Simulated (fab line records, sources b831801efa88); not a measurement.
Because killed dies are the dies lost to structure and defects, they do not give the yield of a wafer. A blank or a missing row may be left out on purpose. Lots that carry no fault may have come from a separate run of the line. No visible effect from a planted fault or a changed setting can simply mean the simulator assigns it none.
Which of the tools did it? :: flow gf180mcu :: 13 lots, 39 wafers sampled, at 4 steps of a route of 602

## WHAT THE GAUGES SHOWED, per wafer
GF_DUAL_GATE_OVL_MEAS_11.
lot: L426
measured: day 8 14:25
on: overlay-02
DUAL_GATE_OVL (nm): 2.3 1.4 4.1

lot: L427
measured: day 8 20:41
on: overlay-02
DUAL_GATE_OVL (nm): 1.5 -0.1 2.2

lot: L428
measured: day 9 04:07
on: overlay-02
DUAL_GATE_OVL (nm): -2.6 -1.3 -0.7

lot: L429
measured: day 9 04:19
on: overlay-02
DUAL_GATE_OVL (nm): 0.0 -0.5 -0.7

lot: L430
measured: day 9 10:59
on: overlay-01
DUAL_GATE_OVL (nm): -1.1 0.4 0.6

lot: L435
measured: day 10 23:25
on: overlay-02
DUAL_GATE_OVL (nm): - - -

lot: L436
measured: day 11 06:46
on: overlay-01
DUAL_GATE_OVL (nm): - - -

lot: L437
measured: day 11 12:34
on: overlay-02
DUAL_GATE_OVL (nm): - - -

lot: L442
measured: day 13 06:06
on: overlay-01
DUAL_GATE_OVL (nm): 0.2 0.4 -0.1

lot: L443
measured: day 13 09:16
on: overlay-02
DUAL_GATE_OVL (nm): -0.8 -4.3 -3.5

lot: L444
measured: day 13 16:49
on: overlay-02
DUAL_GATE_OVL (nm): -0.3 1.0 1.5

lot: L445
measured: day 13 20:21
on: overlay-01
DUAL_GATE_OVL (nm): -0.8 -1.4 -1.0

lot: L447
measured: day 14 10:14
on: overlay-02
DUAL_GATE_OVL (nm): -1.6 -0.2 -2.7

GF_POLY_GATE_CD_MEAS_10 targets a cd of 280 nm.
lot: L426
measured: day 9 10:56
on: cdSem-01
cdNm (nm): 281.3 281.8 281.7

lot: L427
measured: day 9 17:16
on: cdSem-01
cdNm (nm): 279.2 279.3 278.6

lot: L428
measured: day 10 01:31
on: cdSem-01
cdNm (nm): 280.4 280.3 279.8

lot: L429
measured: day 10 01:52
on: cdSem-02
cdNm (nm): 281.6 280.9 281.7

lot: L430
measured: day 10 07:45
on: cdSem-02
cdNm (nm): 279.3 279.2 279.3

lot: L442
measured: day 14 05:27
on: cdSem-01
cdNm (nm): 277.2 278.2 278.7

lot: L443
measured: day 14 09:18
on: cdSem-01
cdNm (nm): 281.6 280.4 281.4

lot: L444
measured: day 14 16:17
on: cdSem-02
cdNm (nm): 278.4 278.6 278.3

lot: L445
measured: day 14 20:25
on: cdSem-02
cdNm (nm): 278.2 279.5 277.5

lot: L447
measured: day 15 11:16
on: cdSem-02
cdNm (nm): 280.3 280.7 281.6

## TOOL THAT RAN EACH LOT (tool first, then ch and the chambers of the sampled wafers, then the start)
lot: L426
GF_VT_IMPLANT_STRIP_42: plasmaAsher-04 ch 0,1, day 7 19:44
GF_DUAL_GATE_COAT_06: lithoTrack-04 ch 0, day 8 06:04

lot: L427
GF_VT_IMPLANT_STRIP_42: plasmaAsher-04 ch 0,1, day 8 00:02
GF_DUAL_GATE_COAT_06: lithoTrack-04 ch 0, day 8 12:52

lot: L428
GF_VT_IMPLANT_STRIP_42: plasmaAsher-03 ch 0,1, day 8 03:20
GF_DUAL_GATE_COAT_06: lithoTrack-01 ch 0, day 8 19:17

lot: L429
GF_VT_IMPLANT_STRIP_42: plasmaAsher-03 ch 0,1, day 8 08:27
GF_DUAL_GATE_COAT_06: lithoTrack-03 ch 0, day 8 19:27

lot: L430
GF_VT_IMPLANT_STRIP_42: plasmaAsher-03 ch 0,1, day 8 15:32
GF_DUAL_GATE_COAT_06: lithoTrack-01 ch 0, day 9 02:18

lot: L435
GF_VT_IMPLANT_STRIP_42: plasmaAsher-03 ch 0,1, day 10 01:11
GF_DUAL_GATE_COAT_06: lithoTrack-01, day 10 13:54

lot: L436
GF_VT_IMPLANT_STRIP_42: plasmaAsher-04 ch 1, day 10 09:08
GF_DUAL_GATE_COAT_06: lithoTrack-01, day 10 21:45

lot: L437
GF_VT_IMPLANT_STRIP_42: plasmaAsher-04 ch 0,1, day 10 16:08
GF_DUAL_GATE_COAT_06: lithoTrack-03, day 11 02:30

lot: L442
GF_VT_IMPLANT_STRIP_42: plasmaAsher-03 ch 0,1, day 12 08:35
GF_DUAL_GATE_COAT_06: lithoTrack-03 ch 0, day 12 19:58

lot: L443
GF_VT_IMPLANT_STRIP_42: plasmaAsher-04 ch 0,1, day 12 10:26
GF_DUAL_GATE_COAT_06: lithoTrack-03 ch 0, day 12 23:16

lot: L444
GF_VT_IMPLANT_STRIP_42: plasmaAsher-03 ch 0,1, day 12 15:44
GF_DUAL_GATE_COAT_06: lithoTrack-01 ch 0, day 13 06:42

lot: L445
GF_VT_IMPLANT_STRIP_42: plasmaAsher-03 ch 0,1, day 12 20:56
GF_DUAL_GATE_COAT_06: lithoTrack-04 ch 0, day 13 10:17

lot: L447
GF_VT_IMPLANT_STRIP_42: plasmaAsher-03 ch 0,1, day 13 11:23
GF_DUAL_GATE_COAT_06: lithoTrack-03 ch 0, day 13 23:30
- GF_VT_IMPLANT_STRIP_42: strips in O2/N2.
- GF_DUAL_GATE_COAT_06: resist thk 1000 nm.

## AS READ BY THE TOOLS THEMSELVES (means over the sampled wafers that have a number; for cases with no such wafer, the mark the record gives instead)
GF_VT_IMPLANT_STRIP_42.
lot: L426
tool: plasmaAsher-04
drypumpMotorCurrentA (A): 5.8
heaterPowerW (W): 347
oesProductAu (a.u.): 0.709
stripTimeToEndpointS (s): 12.601

lot: L427
tool: plasmaAsher-04
drypumpMotorCurrentA (A): 5.8
heaterPowerW (W): 336
oesProductAu (a.u.): 0.719
stripTimeToEndpointS (s): 12.625

lot: L428
tool: plasmaAsher-03
drypumpMotorCurrentA (A): 5.0
heaterPowerW (W): 346
oesProductAu (a.u.): 0.711
stripTimeToEndpointS (s): 12.609

lot: L429
tool: plasmaAsher-03
drypumpMotorCurrentA (A): 5.0
heaterPowerW (W): 351
oesProductAu (a.u.): 0.716
stripTimeToEndpointS (s): 12.586

lot: L430
tool: plasmaAsher-03
drypumpMotorCurrentA (A): 5.5
heaterPowerW (W): 339
oesProductAu (a.u.): 0.717
stripTimeToEndpointS (s): 12.626

lot: L435
tool: plasmaAsher-03
drypumpMotorCurrentA (A): 5.0
heaterPowerW (W): 349
oesProductAu (a.u.): 0.717
stripTimeToEndpointS (s): 12.678

lot: L436
tool: plasmaAsher-04
drypumpMotorCurrentA (A): 5.8
heaterPowerW (W): 346
oesProductAu (a.u.): 0.720
stripTimeToEndpointS (s): 12.620

lot: L437
tool: plasmaAsher-04
drypumpMotorCurrentA (A): 5.8
heaterPowerW (W): 345
oesProductAu (a.u.): 0.719
stripTimeToEndpointS (s): 12.624

lot: L442
tool: plasmaAsher-03
drypumpMotorCurrentA (A): 5.0
heaterPowerW (W): 350
oesProductAu (a.u.): 0.718
stripTimeToEndpointS (s): 12.631

lot: L443
tool: plasmaAsher-04
drypumpMotorCurrentA (A): 5.8
heaterPowerW (W): 337
oesProductAu (a.u.): 0.716
stripTimeToEndpointS (s): 12.589

lot: L444
tool: plasmaAsher-03
drypumpMotorCurrentA (A): 5.0
heaterPowerW (W): 348
oesProductAu (a.u.): 0.715
stripTimeToEndpointS (s): 12.651

lot: L445
tool: plasmaAsher-03
drypumpMotorCurrentA (A): 5.0
heaterPowerW (W): 350
oesProductAu (a.u.): 0.716
stripTimeToEndpointS (s): 12.640

lot: L447
tool: plasmaAsher-03
drypumpMotorCurrentA (A): 5.5
heaterPowerW (W): 340
oesProductAu (a.u.): 0.713
stripTimeToEndpointS (s): 12.655

GF_DUAL_GATE_COAT_06.
lot: L426
tool: lithoTrack-04
chillPlateTempC (C): 22.92
dispensePressureKPa (kPa): 50.6

lot: L427
tool: lithoTrack-04
chillPlateTempC (C): 23.01
dispensePressureKPa (kPa): 50.6

lot: L428
tool: lithoTrack-01
chillPlateTempC (C): 23.06
dispensePressureKPa (kPa): 51.6

lot: L429
tool: lithoTrack-03
chillPlateTempC (C): 23.05
dispensePressureKPa (kPa): 52.0

lot: L430
tool: lithoTrack-01
chillPlateTempC (C): 22.93
dispensePressureKPa (kPa): 51.6

lot: L435
tool: lithoTrack-01
chillPlateTempC (C): -
dispensePressureKPa (kPa): -

lot: L436
tool: lithoTrack-01
chillPlateTempC (C): -
dispensePressureKPa (kPa): -

lot: L437
tool: lithoTrack-03
chillPlateTempC (C): -
dispensePressureKPa (kPa): -

lot: L442
tool: lithoTrack-03
chillPlateTempC (C): 22.99
dispensePressureKPa (kPa): 52.0

lot: L443
tool: lithoTrack-03
chillPlateTempC (C): 23.03
dispensePressureKPa (kPa): 52.0

lot: L444
tool: lithoTrack-01
chillPlateTempC (C): 22.87
dispensePressureKPa (kPa): 51.5

lot: L445
tool: lithoTrack-04
chillPlateTempC (C): 23.09
dispensePressureKPa (kPa): 50.6

lot: L447
tool: lithoTrack-03
chillPlateTempC (C): 23.04
dispensePressureKPa (kPa): 52.0

## THE ANSWER, worked out from the rows above alone
Rule: what is usual is taken from the lots themselves. Put in order of their means at a reading, lots are off if they are a third of the lots or fewer, leave a main group of 4 or more, and stand apart from it by a gap of 3 or more times the standard deviation of the main group's means; of several such gaps the widest counts. The tables above print the reading to a certain number of digits; a main group whose means all agree to those digits is not used. Also off: a lot with no number at a reading for which 4 or more lots have one. Any other lot the step has rows for is counted as sound. The gauges are gone through in route order, then the tools' own readings, and for those a lot's mean is taken as printed above. The first step at which some lot is off is used, and at that step the reading that is off furthest; a lot without a number counts as furthest.
Off: L435, L436, L437, seen at GF_DUAL_GATE_OVL_MEAS_11 (DUAL_GATE_OVL). Without a number there: L435, L436, L437. The main group: mean -0.3 nm, standard deviation 1.5.
If a tool, at a process step before that reading, ran all the lots that are off and no sound lot after the first of them, it fits. The gauges at GF_DUAL_GATE_OVL_MEAS_11 aren't tried: what is off there is off at GF_DUAL_GATE_COAT_06 too, on other tools, and a gauge's error can't cause that. Of those tried, none fits.

## WHAT WAS PUT IN BY THE SIMULATOR
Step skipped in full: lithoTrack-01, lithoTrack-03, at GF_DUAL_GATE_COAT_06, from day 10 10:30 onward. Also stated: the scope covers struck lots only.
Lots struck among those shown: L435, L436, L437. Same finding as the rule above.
